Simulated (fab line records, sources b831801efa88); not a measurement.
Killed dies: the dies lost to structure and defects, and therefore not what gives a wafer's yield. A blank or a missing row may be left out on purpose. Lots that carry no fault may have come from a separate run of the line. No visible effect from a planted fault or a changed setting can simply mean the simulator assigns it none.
fab line records	flow sfqLine
record: lots: 5	wafers: 23
route steps=325 shown JJ@185 M5@199 R5@213 C5@241 M6@252
startH: hours from the record's opening day to when the first of the lot's shown wafers began	waitH: hours elapsed since this lot's preceding step	" as in the row above	L1.1+2: a row that stands for several wafers	- either no value or no given start	* or withheld: withheld	< > ~ a bound
route shown NAME@n: a module of which the file shows steps, and the number in the route of the first	usual: mean/standard deviation taken from wafers without a fault	same: alike in all rows	chamber/n: place in a boat	sites: each site's reading	_std_site: how widely they spread, as a standard deviation	_edge_site: inner sites' mean taken away from outer sites' mean	radiusMm: how far each site lies from the wafer's centre	mask NAME#n: copy n	behind: tool/chamber where the wafer was last shaped	hold: cause of the lot's hold/its duration in hours/its outcome	device: transistor that didn't switch, given as n, p or np	end of line: the same wafers' tests at the end of the route	a step without rows: its recipe alone	killed: the dies lost at the first sort to structure and to defects; this is not the yield of the wafer	map: the dies of a wafer, with x for killed, . for not killed, _ for no die there
set.NAME: setting as actually run; set.NAME@STEP: the setting as run at that earlier step	model.NAME: the simulator's own value behind a step, which no gauge read
one table per step and one row per wafer, for lots whose settings were changed on purpose
== steps ==
step: SFQ_TRILAYER_JJ_CE_LITHO_COAT_119
recipe: resist: BARC	spinRpm: 3000	resistThkNm: 62
lot.wafer	tool	chamber	startH	waitH	set.spinRpm	model.BARC_of_TRILAYER_JJ_CE_LITHO_COAT_119.thkNm
L075.1	lithoTrack-02	0	1297.75	0.1	3000	62.08
L075.2	"	0	"	"	3000	61.83
L075.3	"	0	"	"	2852	63.74
L075.4	"	0	"	"	3000	61.95
L075.6	"	0	"	"	2852	63.52
L078.2	lithoTrack-04	0	1306.15	0.1	3000	61.96
L078.3	"	0	"	"	3000	62.02
L078.4	"	0	"	"	3000	62.11
L078.5	"	0	"	"	3000	62.24
L078.6	"	0	"	"	3000	62.26
L080.1	lithoTrack-02	0	1309.70	0.1	3000	62.26
L080.3	"	0	"	"	3000	62.11
L080.4	"	0	"	"	3000	62.17
L083.1	lithoTrack-04	0	1318.60	0.1	3000	62.07
L083.2	"	0	"	"	3000	61.85
L083.3	"	0	"	"	3000	62.02
L083.4	"	0	"	"	3000	61.95
L083.5	"	0	"	"	3000	62.17
L084.1	lithoTrack-03	0	1327.16	0.1	3000	62.22
L084.2	"	0	"	"	3000	62.16
L084.3	"	0	"	"	2922	62.93
L084.5	"	0	"	"	3000	62.21
L084.6	"	0	"	"	2922	62.94
step: SFQ_TRILAYER_JJ_CE_LITHO_PEB_117
recipe: pebTempC: 115	pebTimeS: 60	resist: KrF
lot.wafer	tool	chamber	startH	waitH	set.pebTimeS
L075.1+3	lithoTrack-03	0	1414.13	1.0	60
L075.2+4+6	"	0	"	"	54.66
L078.2+4+5	lithoTrack-04	0	1427.35	0.8	60
L078.3+6	"	0	"	"	63.52
L080.1+3+4	lithoTrack-04	0	1433.53	1.0	60
L083.1+2+3	lithoTrack-02	0	1441.93	1.0	60
L083.4+5	"	0	"	"	63.94
L084.1+2+3+5+6	lithoTrack-04	0	1450.33	1.0	60
step: SFQ_TRILAYER_JJ_CE_LITHO_DEVELOP_116
recipe: timeS: 60	resist: KrF
step: SFQ_TRILAYER_JJ_CE_METRO_MEASURE_117
usual: cdNm: 700.0/0.83
lot.wafer	tool	chamber	startH	waitH	set.pebTimeS@TRILAYER_JJ_CE_LITHO_PEB_117	cdNm
L075.1	cdSem-02	-	1414.46	0.0	60	699.6
L075.2	"	-	"	"	54.66	711.9
L075.3	"	-	"	"	60	699.1
L075.4	"	-	"	"	54.66	713.6
L075.6	"	-	"	"	54.66	712.7
L078.2	cdSem-01	-	1427.86	0.2	60	700.3
L078.3	"	-	"	"	63.52	691.3
L078.4	"	-	"	"	60	698.4
L078.5	"	-	"	"	60	699.7
L078.6	"	-	"	"	63.52	692.3
L080.1	cdSem-01	-	1433.87	0.0	60	699.4
L080.3	"	-	"	"	60	699.4
L080.4	"	-	"	"	60	699.2
L083.1	cdSem-02	-	1442.27	0.0	60	699.6
L083.2	"	-	"	"	60	699.7
L083.3	"	-	"	"	60	701.2
L083.4	"	-	"	"	63.94	690.7
L083.5	"	-	"	"	63.94	690.9
L084.1	cdSem-02	-	1450.67	0.0	60	699.6
L084.2	"	-	"	"	60	699.5
L084.3	"	-	"	"	60	700.0
L084.5	"	-	"	"	60	699.2
L084.6	"	-	"	"	60	699.0
step: SFQ_TRILAYER_JJ_CE_BARC_OPEN_RIE_150
recipe: maskMaterial: PR	chemistry: O2	targetDepthNm: 240	target: BARC	icpW: 600	biasW: 80	pressureMtorr: 10	timeS: 80
lot.wafer	tool	chamber	startH	waitH	set.icpW	set.pebTimeS@TRILAYER_JJ_CE_LITHO_PEB_117	model.JJ.cdNm
L075.1	rieMetal-03	1	1415.66	1.0	600	60	698.9
L075.2	"	0	"	"	646.7	54.66	713.2
L075.3	"	0	"	"	646.7	60	699.5
L075.4	"	1	"	"	600	54.66	713.4
L075.6	"	0	"	"	600	54.66	714.4
L078.2	rieMetal-03	1	1428.86	0.8	669.8	60	699.6
L078.3	"	1	"	"	669.8	63.52	690.8
L078.4	"	0	"	"	669.8	60	699.7
L078.5	"	0	"	"	600	60	702
L078.6	"	1	"	"	600	63.52	692.6
L080.1+4	rieMetal-03	1	1435.07	1.0	600	60	698.9
L080.3	"	0	"	"	600	60	701.2
L083.1	rieMetal-04	0	1443.47	1.0	600	60	698.4
L083.2	"	1	"	"	579.2	60	696.8
L083.3	"	1	"	"	600	60	699.3
L083.4	"	0	"	"	579.2	63.94	689.4
L083.5	"	0	"	"	600	63.94	690
L084.1	rieMetal-04	0	1451.87	1.0	660.2	60	698.7
L084.2	"	1	"	"	660.2	60	698.4
L084.3+5	"	0	"	"	600	60	699.8
L084.6	"	1	"	"	600	60	697.6
step: SFQ_TRILAYER_M5_LITHO_COAT_123
recipe: resist: KrF	spinRpm: 3000	resistThkNm: 600
lot.wafer	tool	chamber	startH	waitH	set.spinRpm	model.KrF_of_TRILAYER_M5_LITHO_COAT_123.thkNm
L075.1	lithoTrack-04	0	1417.44	0.2	2863	615.6
L075.2	"	0	"	"	2863	616.5
L075.3	"	0	"	"	3000	601.1
L075.4	"	0	"	"	3000	601
L075.6	"	0	"	"	3000	599.9
L078.2	lithoTrack-04	0	1430.69	0.2	3175	581.2
L078.3	"	0	"	"	3000	599.2
L078.4	"	0	"	"	3000	598.5
L078.5	"	0	"	"	3000	598.6
L078.6	"	0	"	"	3175	582.6
L080.1	lithoTrack-03	0	1436.84	0.2	3000	601.8
L080.3	"	0	"	"	3000	603.5
L080.4	"	0	"	"	3000	603.2
L083.1	lithoTrack-03	0	1445.24	0.2	3217	581.9
L083.2	"	0	"	"	3000	602.2
L083.3	"	0	"	"	3000	602.4
L083.4	"	0	"	"	3000	601.7
L083.5	"	0	"	"	3217	581.7
L084.1	lithoTrack-01	0	1453.64	0.2	3000	596.8
L084.2	"	0	"	"	3000	600
L084.3	"	0	"	"	3000	599.4
L084.5	"	0	"	"	3000	597.9
L084.6	"	0	"	"	3000	599
step: SFQ_TRILAYER_M5_BARC_OPEN_METAL_ETCH_161
recipe: maskMaterial: PR	chemistry: O2	targetDepthNm: 125	target: BARC	icpW: 600	biasW: 80	pressureMtorr: 10	timeS: 41.7
lot.wafer	tool	chamber	startH	waitH	set.biasW
L075.1+2+3+4+6	rieMetal-01	0,1,0,1,1	1420.62	0.0	80
L078.2+3+6	rieMetal-04	0,0,1	1432.75	0.0	75.4
L078.4+5	"	1,0	"	"	80
L080.1+3+4	rieMetal-02	0,0,1	1438.83	0.0	80
L083.1+4	rieMetal-04	1	1448.18	0.0	75.69
L083.2+3+5	"	0,0,1	"	"	80
L084.1+3+5	rieMetal-04	1	1455.63	0.0	72.11
L084.2+6	"	0	"	"	80
step: SFQ_TRILAYER_M5_ETCH_METAL_ETCH_126
recipe: target: Nb	stopOn: SiO2	maskMaterial: PR	overEtchFrac: 0.15	timeS: 203.2	chemistry: Cl2/BCl3	targetDepthNm: 265	icpW: 600	biasW: 80	pressureMtorr: 10
lot.wafer	tool	chamber	startH	waitH	set.spinRpm@TRILAYER_M5_LITHO_COAT_123	model.KrF_of_TRILAYER_M5_LITHO_COAT_123.thkNm
L075.1	rieMetal-01	0	1420.68	0.0	2863	384.9
L075.2	"	1	"	"	2863	394.1
L075.3	"	0	"	"	3000	369.3
L075.4	"	1	"	"	3000	377.8
L075.6	"	1	"	"	3000	377.1
L078.2	rieMetal-04	0	1432.81	0.0	3175	349.8
L078.3	"	0	"	"	3000	368.2
L078.4	"	1	"	"	3000	368.3
L078.5	"	0	"	"	3000	367.3
L078.6	"	1	"	"	3175	353.8
L080.1	rieMetal-02	0	1438.89	0.0	3000	369.4
L080.3	"	0	"	"	3000	368.2
L080.4	"	1	"	"	3000	376.4
L083.1	rieMetal-04	1	1448.24	0.0	3217	351.8
L083.2	"	0	"	"	3000	368.6
L083.3	"	0	"	"	3000	369.3
L083.4	"	1	"	"	3000	370.4
L083.5	"	1	"	"	3217	349.1
L084.1	rieMetal-04	1	1455.69	0.0	3000	368.5
L084.2	"	0	"	"	3000	368
L084.3	"	1	"	"	3000	370.3
L084.5	"	1	"	"	3000	370.2
L084.6	"	0	"	"	3000	364.8
step: SFQ_TRILAYER_R5_DEP_SPUTTER_133
recipe: material: MoNx	basePressurePa: 1.33e-06	targetThkNm: 40	powerW: 1000	timeS: 66.7	chamberPressurePa: 0.4
lot.wafer	tool	chamber	startH	waitH	set.timeS	model.MoNx_of_TRILAYER_R5_DEP_SPUTTER_133.thkNm
L075.1	pvdSputter-03	-	1425.96	0.0	66.7	39.91
L075.2	"	-	"	"	66.7	40.25
L075.3	"	-	"	"	66.7	40.03
L075.4	"	-	"	"	58.94	34.78
L075.6	"	-	"	"	58.94	35.31
L078.2	pvdSputter-06	-	1438.09	0.0	66.7	40.02
L078.3	"	-	"	"	66.7	39.88
L078.4	"	-	"	"	66.7	39.46
L078.5	"	-	"	"	66.7	39.95
L078.6	"	-	"	"	66.7	39.73
L080.1	pvdSputter-04	-	1444.17	0.0	66.7	39.87
L080.3	"	-	"	"	66.7	39.75
L080.4	"	-	"	"	66.7	39.72
L083.1	pvdSputter-03	-	1454.12	0.0	66.7	39.57
L083.2	"	-	"	"	66.7	39.32
L083.3	"	-	"	"	69.71	41.69
L083.4	"	-	"	"	66.7	40.08
L083.5	"	-	"	"	69.71	41.76
L084.1	pvdSputter-06	-	1461.01	0.0	75.48	44.99
L084.2	"	-	"	"	66.7	39.87
L084.3	"	-	"	"	66.7	39.85
L084.5	"	-	"	"	75.48	44.69
L084.6	"	-	"	"	66.7	39.5
step: SFQ_TRILAYER_R5_DEP_SPUTTER_134
recipe: material: Ti	basePressurePa: 1.33e-06	targetThkNm: 5	powerW: 2000	timeS: 5	chamberPressurePa: 0.4162
step: SFQ_R5_RS_MEAS_933
recipe: thkMeasGauge: four-point-probe	reads: Ti_of_TRILAYER_R5_DEP_SPUTTER_134+MoNx_of_TRILAYER_R5_DEP_SPUTTER_133+Ti_of_TRILAYER_R5_DEP_SPUTTER_132
usual: R5_MONX_RS: 7.08/0.054
lot.wafer	tool	chamber	startH	waitH	set.timeS@TRILAYER_R5_DEP_SPUTTER_133	R5_MONX_RS[ohm/sq]
L075.1	filmMetro-02	-	1426.03	0.0	66.7	7.07
L075.2	"	-	"	"	66.7	6.98
L075.3	"	-	"	"	66.7	7.04
L075.4	"	-	"	"	58.94	8.02
L075.6	"	-	"	"	58.94	7.91
L078.2	filmMetro-01	-	1438.18	0.0	66.7	7.06
L078.3	"	-	"	"	66.7	7.05
L078.4	"	-	"	"	66.7	7.14
L078.5	"	-	"	"	66.7	7.05
L078.6	"	-	"	"	66.7	7.12
L080.1	filmMetro-02	-	1444.24	0.0	66.7	7.08
L080.3	"	-	"	"	66.7	7.10
L080.4	"	-	"	"	66.7	7.06
L083.1	filmMetro-02	-	1454.20	0.0	66.7	7.11
L083.2	"	-	"	"	66.7	7.16
L083.3	"	-	"	"	69.71	6.77
L083.4	"	-	"	"	66.7	7.02
L083.5	"	-	"	"	69.71	6.75
L084.1	filmMetro-02	-	1461.08	0.0	75.48	6.33
L084.2	"	-	"	"	66.7	7.05
L084.3	"	-	"	"	66.7	7.08
L084.5	"	-	"	"	75.48	6.36
L084.6	"	-	"	"	66.7	7.16
step: SFQ_R5_THK_MEAS_934
recipe: thkMeasGauge: xrf	reads: MoNx_of_TRILAYER_R5_DEP_SPUTTER_133
usual: R5_MONX_THK: 39.3/0.35
lot.wafer	tool	chamber	startH	waitH	set.timeS@TRILAYER_R5_DEP_SPUTTER_133	R5_MONX_THK[nm]
L075.1	filmMetro-02	-	1426.15	0.1	66.7	39.3
L075.2	"	-	"	"	66.7	39.6
L075.3	"	-	"	"	66.7	39.4
L075.4	"	-	"	"	58.94	34.3
L075.6	"	-	"	"	58.94	34.8
L078.2	filmMetro-01	-	1438.29	0.1	66.7	39.5
L078.3	"	-	"	"	66.7	39.4
L078.4	"	-	"	"	66.7	39.4
L078.5	"	-	"	"	66.7	39.7
L078.6	"	-	"	"	66.7	39.2
L080.1	filmMetro-02	-	1444.36	0.1	66.7	39.5
L080.3	"	-	"	"	66.7	39.5
L080.4	"	-	"	"	66.7	39.3
L083.1	filmMetro-02	-	1454.32	0.1	66.7	39.3
L083.2	"	-	"	"	66.7	38.7
L083.3	"	-	"	"	69.71	41.2
L083.4	"	-	"	"	66.7	39.6
L083.5	"	-	"	"	69.71	41.2
L084.1	filmMetro-02	-	1461.20	0.1	75.48	44.1
L084.2	"	-	"	"	66.7	39.5
L084.3	"	-	"	"	66.7	39.3
L084.5	"	-	"	"	75.48	44.1
L084.6	"	-	"	"	66.7	39.0
step: SFQ_TRILAYER_R5_LITHO_COAT_141
recipe: resist: BARC	spinRpm: 3000	resistThkNm: 62
lot.wafer	tool	chamber	startH	waitH	set.resistThkNm	model.BARC_of_TRILAYER_R5_LITHO_COAT_141.thkNm
L075.1	lithoTrack-03	0	1426.21	0.1	62	62.1
L075.2	"	0	"	"	62	62.18
L075.3+6	"	0	"	"	62	62.2
L075.4	"	0	"	"	62	62.14
L078.2	lithoTrack-01	0	1438.39	0.1	60.17	60.4
L078.3	"	0	"	"	62	62.07
L078.4	"	0	"	"	62	61.99
L078.5	"	0	"	"	60.17	60.27
L078.6	"	0	"	"	62	61.91
L080.1	lithoTrack-02	0	1444.42	0.1	62	61.97
L080.3	"	0	"	"	62	61.96
L080.4	"	0	"	"	62	62.12
L083.1	lithoTrack-03	0	1454.38	0.1	62	61.91
L083.2	"	0	"	"	64.48	64.39
L083.3	"	0	"	"	62	61.95
L083.4	"	0	"	"	64.48	64.47
L083.5	"	0	"	"	64.48	64.45
L084.1	lithoTrack-01	0	1461.26	0.1	59.39	59.37
L084.2	"	0	"	"	59.39	59.33
L084.3	"	0	"	"	59.39	59.22
L084.5	"	0	"	"	62	61.85
L084.6	"	0	"	"	62	61.97
step: SFQ_TRILAYER_C5_LITHO_COAT_151
recipe: resist: KrF	spinRpm: 3000	resistThkNm: 650
lot.wafer	tool	chamber	startH	waitH	set.resistThkNm	model.KrF_of_TRILAYER_C5_LITHO_COAT_151.thkNm
L075.1	lithoTrack-03	0	1542.95	0.2	650	650.1
L075.2	"	0	"	"	650	650.5
L075.3	"	0	"	"	650	649.1
L075.4	"	0	"	"	650	647.3
L075.6	"	0	"	"	650	649.6
L078.2	lithoTrack-03	0	1646.48	0.2	650	650
L078.3	"	0	"	"	650	651.2
L078.4	"	0	"	"	650	651.1
L078.5	"	0	"	"	685.9	687
L078.6	"	0	"	"	685.9	684.2
L080.1	lithoTrack-03	0	1652.45	0.2	650	647
L080.3	"	0	"	"	650	644.9
L080.4	"	0	"	"	650	645.8
L083.1	lithoTrack-02	0	1663.23	0.2	661.9	661.4
L083.2	"	0	"	"	650	649.1
L083.3	"	0	"	"	650	650.4
L083.4	"	0	"	"	661.9	661
L083.5	"	0	"	"	650	648.8
L084.1	lithoTrack-04	0	1670.64	0.2	650	651.1
L084.2	"	0	"	"	665.5	667.7
L084.3	"	0	"	"	665.5	666.9
L084.5	"	0	"	"	650	651.2
L084.6	"	0	"	"	650	652.1
step: SFQ_TRILAYER_C5_LITHO_SOFTBAKE_155
recipe: tempC: withheld	timeS: withheld	resist: KrF
step: SFQ_TRILAYER_C5_LITHO_EXPOSE_152
recipe: maskId: C5	na: 0.6	sourceShape: conventional	sigmaOuter: 0.65	targetCdNm: 500	doseMj: 21.3
step: SFQ_TRILAYER_C5_LITHO_DEVELOP_153
recipe: timeS: 60	resist: KrF
step: SFQ_TRILAYER_C5_BARC_OPEN_VIA_ETCH_210
recipe: maskMaterial: PR	chemistry: O2	targetDepthNm: 125	target: BARC	sourceW: 500	biasW: 80	pressureMtorr: 30	timeS: 41.7
lot.wafer	tool	chamber	startH	waitH	set.resistThkNm@TRILAYER_C5_LITHO_COAT_151	model.KrF_of_TRILAYER_C5_LITHO_COAT_151.thkNm
L075.1	rieDiel-01	0	1550.08	0.0	650	576.9
L075.2	"	1	"	"	650	578.2
L075.3	"	3	"	"	650	575.8
L075.4	"	2	"	"	650	574.5
L075.6	"	0	"	"	650	576.5
L078.2	rieDiel-04	0	1648.70	0.0	650	576.1
L078.3	"	3	"	"	650	578.2
L078.4	"	2	"	"	650	579.4
L078.5	"	3	"	"	685.9	614.1
L078.6	"	2	"	"	685.9	612.1
L080.1	rieDiel-04	1	1658.40	0.0	650	573.8
L080.3	"	0	"	"	650	570.7
L080.4	"	3	"	"	650	572.7
L083.1	rieDiel-04	3	1725.72	0.0	661.9	588.8
L083.2	"	2	"	"	650	576.4
L083.3	"	0	"	"	650	576.6
L083.4	"	3	"	"	661.9	588.4
L083.5	"	0	"	"	650	575.1
L084.1	rieDiel-01	2	1764.29	0.0	650	578.5
L084.2	"	1	"	"	665.5	594.5
L084.3	"	0	"	"	665.5	594
L084.5	"	0	"	"	650	577.9
L084.6	"	1	"	"	650	578.9
step: SFQ_TRILAYER_M6_DEP_SPUTTER_157
recipe: material: Nb	basePressurePa: 1.33e-06	chamberPressurePa: 0.1333	substrateTempC: 20	targetThkNm: 200	powerW: 2000	timeS: 133.3
lot.wafer	tool	chamber	startH	waitH	set.timeS	model.Nb_of_TRILAYER_M6_DEP_SPUTTER_157.thkNm
L075.1	pvdSputter-05	-	1550.98	0.0	143.9	216.3
L075.2	"	-	"	"	133.3	198.7
L075.3	"	-	"	"	143.9	214
L075.4	"	-	"	"	133.3	198.8
L075.6	"	-	"	"	133.3	199
L078.2	pvdSputter-04	-	1649.59	0.0	133.3	196
L078.3	"	-	"	"	145.4	214.4
L078.4	"	-	"	"	133.3	195.9
L078.5	"	-	"	"	145.4	213.5
L078.6	"	-	"	"	133.3	196.2
L080.1	pvdSputter-06	-	1659.29	0.0	133.3	199.5
L080.3	"	-	"	"	133.3	198.3
L080.4	"	-	"	"	133.3	198.6
L083.1	pvdSputter-04	-	1726.61	0.0	152.8	228
L083.2	"	-	"	"	152.8	227.1
L083.3	"	-	"	"	133.3	201.4
L083.4	"	-	"	"	133.3	199.4
L083.5	"	-	"	"	133.3	199.5
L084.1	pvdSputter-05	-	1765.18	0.0	117.3	174.2
L084.2	"	-	"	"	133.3	199.4
L084.3	"	-	"	"	133.3	196.6
L084.5	"	-	"	"	133.3	199
L084.6	"	-	"	"	117.3	171.7
step: SFQ_M6_RS_MEAS_938
recipe: thkMeasGauge: four-point-probe	reads: Nb_of_TRILAYER_M6_DEP_SPUTTER_157
usual: M6_NB_RS: 0.896/0.0062
lot.wafer	tool	chamber	startH	waitH	set.timeS@TRILAYER_M6_DEP_SPUTTER_157	M6_NB_RS[ohm/sq]
L075.1	filmMetro-04	-	1551.07	0.0	143.9	0.822
L075.2	"	-	"	"	133.3	0.893
L075.3	"	-	"	"	143.9	0.828
L075.4	"	-	"	"	133.3	0.894
L075.6	"	-	"	"	133.3	0.893
L078.2	filmMetro-02	-	1649.70	0.1	133.3	0.910
L078.3	"	-	"	"	145.4	0.831
L078.4	"	-	"	"	133.3	0.908
L078.5	"	-	"	"	145.4	0.832
L078.6	"	-	"	"	133.3	0.908
L080.1	filmMetro-01	-	1659.38	0.0	133.3	0.892
L080.3	"	-	"	"	133.3	0.897
L080.4	"	-	"	"	133.3	0.894
L083.1	filmMetro-01	-	1726.70	0.0	152.8	0.782
L083.2	"	-	"	"	152.8	0.781
L083.3	"	-	"	"	133.3	0.884
L083.4	"	-	"	"	133.3	0.890
L083.5	"	-	"	"	133.3	0.892
L084.1	filmMetro-04	-	1765.27	0.0	117.3	1.024
L084.2	"	-	"	"	133.3	0.892
L084.3	"	-	"	"	133.3	0.906
L084.5	"	-	"	"	133.3	0.894
L084.6	"	-	"	"	117.3	1.039
step: SFQ_TRILAYER_M6_LITHO_COAT_159
recipe: resist: KrF	spinRpm: 3000	resistThkNm: 600
lot.wafer	tool	chamber	startH	waitH	set.resistThkNm	model.KrF_of_TRILAYER_M6_LITHO_COAT_159.thkNm
L075.1	lithoTrack-03	0	1551.55	0.2	617.4	-
L075.2	"	0	"	"	617.4	616.6
L075.3	"	0	"	"	600	-
L075.4	"	0	"	"	600	597.5
L075.6	"	0	"	"	617.4	616
L078.2	lithoTrack-01	0	1650.21	0.2	600	599.1
L078.3	"	0	"	"	588.7	-
L078.4	"	0	"	"	600	599.6
L078.5	"	0	"	"	600	-
L078.6	"	0	"	"	588.7	588.1
L080.1	lithoTrack-01	0	1659.86	0.2	600	599.7
L080.3	"	0	"	"	600	598.1
L080.4	"	0	"	"	600	599.3
L083.1+2	lithoTrack-04	0	1727.18	0.2	600	-
L083.3	"	0	"	"	600	599.6
L083.4	"	0	"	"	600	600.9
L083.5	"	0	"	"	600	600.5
L084.1+6	lithoTrack-04	0	1765.75	0.2	600	-
L084.2	"	0	"	"	574	574.5
L084.3	"	0	"	"	600	601.8
L084.5	"	0	"	"	574	574.4
step: SFQ_TRILAYER_M6_LITHO_SOFTBAKE_163
recipe: tempC: withheld	timeS: withheld	resist: KrF
step: SFQ_TRILAYER_M6_LITHO_EXPOSE_160
recipe: maskId: M6	na: 0.6	sourceShape: conventional	sigmaOuter: 0.65	targetCdNm: 500	doseMj: 14.4
step: SFQ_TRILAYER_M6_LITHO_DEVELOP_161
recipe: timeS: 60	resist: KrF
step: SFQ_TRILAYER_M6_BARC_OPEN_METAL_ETCH_206
recipe: maskMaterial: PR	chemistry: O2	targetDepthNm: 125	target: BARC	icpW: 584.8	biasW: 80	pressureMtorr: 10	timeS: 41.7
lot.wafer	tool	chamber	startH	waitH	set.resistThkNm@TRILAYER_M6_LITHO_COAT_159	model.KrF_of_TRILAYER_M6_LITHO_COAT_159.thkNm
L075.1	rieMetal-02	1	1651.10	0.0	617.4	-
L075.2	"	0	"	"	617.4	540.2
L075.3	"	1	"	"	600	-
L075.4	"	0	"	"	600	520.6
L075.6	"	1	"	"	617.4	539.9
L078.2	rieMetal-01	1	1654.70	0.0	600	523.8
L078.3	"	1	"	"	588.7	-
L078.4	"	0	"	"	600	523.4
L078.5	"	1	"	"	600	-
L078.6	"	0	"	"	588.7	511.9
L080.1	rieMetal-01	0	1726.35	0.0	600	523.8
L080.3	"	0	"	"	600	522.6
L080.4	"	1	"	"	600	524.8
L083.1+2	rieMetal-04	0,1	1729.95	0.0	600	-
L083.3	"	0	"	"	600	523.1
L083.4	"	1	"	"	600	525.5
L083.5	"	1	"	"	600	524.8
L084.1+6	rieMetal-01	1	1767.86	0.0	600	-
L084.2+5	"	0	"	"	574	498.6
L084.3	"	0	"	"	600	526.1
== key ==
split: step: SFQ_TRILAYER_JJ_CE_LITHO_COAT_119	setting: spinRpm	stated: 3000	by: wafer
response: step: SFQ_TRILAYER_JJ_CE_LITHO_COAT_119	reading: model.BARC_of_TRILAYER_JJ_CE_LITHO_COAT_119.thkNm	change: -0.328	per: 1%	r: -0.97
split: step: SFQ_TRILAYER_JJ_CE_LITHO_PEB_117	setting: pebTimeS	stated: 60	by: wafer
response: step: SFQ_TRILAYER_JJ_CE_METRO_MEASURE_117	reading: cdNm	change: -1.44	per: 1%	r: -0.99
response: step: SFQ_TRILAYER_JJ_CE_BARC_OPEN_RIE_150	reading: model.JJ.cdNm	change: -1.5	per: 1%	r: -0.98
split: step: SFQ_TRILAYER_JJ_CE_BARC_OPEN_RIE_150	setting: icpW	stated: 600	by: wafer
response none clear
split: step: SFQ_TRILAYER_M5_LITHO_COAT_123	setting: spinRpm	stated: 3000	by: wafer
response: step: SFQ_TRILAYER_M5_LITHO_COAT_123	reading: model.KrF_of_TRILAYER_M5_LITHO_COAT_123.thkNm	change: -2.94	per: 1%	r: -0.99
response: step: SFQ_TRILAYER_M5_ETCH_METAL_ETCH_126	reading: model.KrF_of_TRILAYER_M5_LITHO_COAT_123.thkNm	change: -2.79	per: 1%	r: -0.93
split: step: SFQ_TRILAYER_M5_BARC_OPEN_METAL_ETCH_161	setting: biasW	stated: 80	by: wafer
response none clear
split: step: SFQ_TRILAYER_R5_DEP_SPUTTER_133	setting: timeS	stated: 66.7	by: wafer
response: step: SFQ_TRILAYER_R5_DEP_SPUTTER_133	reading: model.MoNx_of_TRILAYER_R5_DEP_SPUTTER_133.thkNm	change: +0.41	per: 1%	r: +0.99
response: step: SFQ_R5_RS_MEAS_933	reading: R5_MONX_RS	change: -0.0677	per: 1%	r: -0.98
response: step: SFQ_R5_THK_MEAS_934	reading: R5_MONX_THK	change: +0.393	per: 1%	r: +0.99
split: step: SFQ_TRILAYER_R5_LITHO_COAT_141	setting: resistThkNm	stated: 62	by: wafer
response: step: SFQ_TRILAYER_R5_LITHO_COAT_141	reading: model.BARC_of_TRILAYER_R5_LITHO_COAT_141.thkNm	change: +0.609	per: 1%	r: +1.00
split: step: SFQ_TRILAYER_C5_LITHO_COAT_151	setting: resistThkNm	stated: 650	by: wafer
response: step: SFQ_TRILAYER_C5_LITHO_COAT_151	reading: model.KrF_of_TRILAYER_C5_LITHO_COAT_151.thkNm	change: +6.36	per: 1%	r: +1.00
response: step: SFQ_TRILAYER_C5_BARC_OPEN_VIA_ETCH_210	reading: model.KrF_of_TRILAYER_C5_LITHO_COAT_151.thkNm	change: +6.45	per: 1%	r: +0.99
split: step: SFQ_TRILAYER_M6_DEP_SPUTTER_157	setting: timeS	stated: 133.3	by: wafer
response: step: SFQ_TRILAYER_M6_DEP_SPUTTER_157	reading: model.Nb_of_TRILAYER_M6_DEP_SPUTTER_157.thkNm	change: +1.98	per: 1%	r: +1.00
response: step: SFQ_M6_RS_MEAS_938	reading: M6_NB_RS	change: -0.00878	per: 1%	r: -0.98
split: step: SFQ_TRILAYER_M6_LITHO_COAT_159	setting: resistThkNm	stated: 600	by: wafer
response: step: SFQ_TRILAYER_M6_LITHO_COAT_159	reading: model.KrF_of_TRILAYER_M6_LITHO_COAT_159.thkNm	change: +6.32	per: 1%	r: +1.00
response: step: SFQ_TRILAYER_M6_BARC_OPEN_METAL_ETCH_206	reading: model.KrF_of_TRILAYER_M6_LITHO_COAT_159.thkNm	change: +6.43	per: 1%	r: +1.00
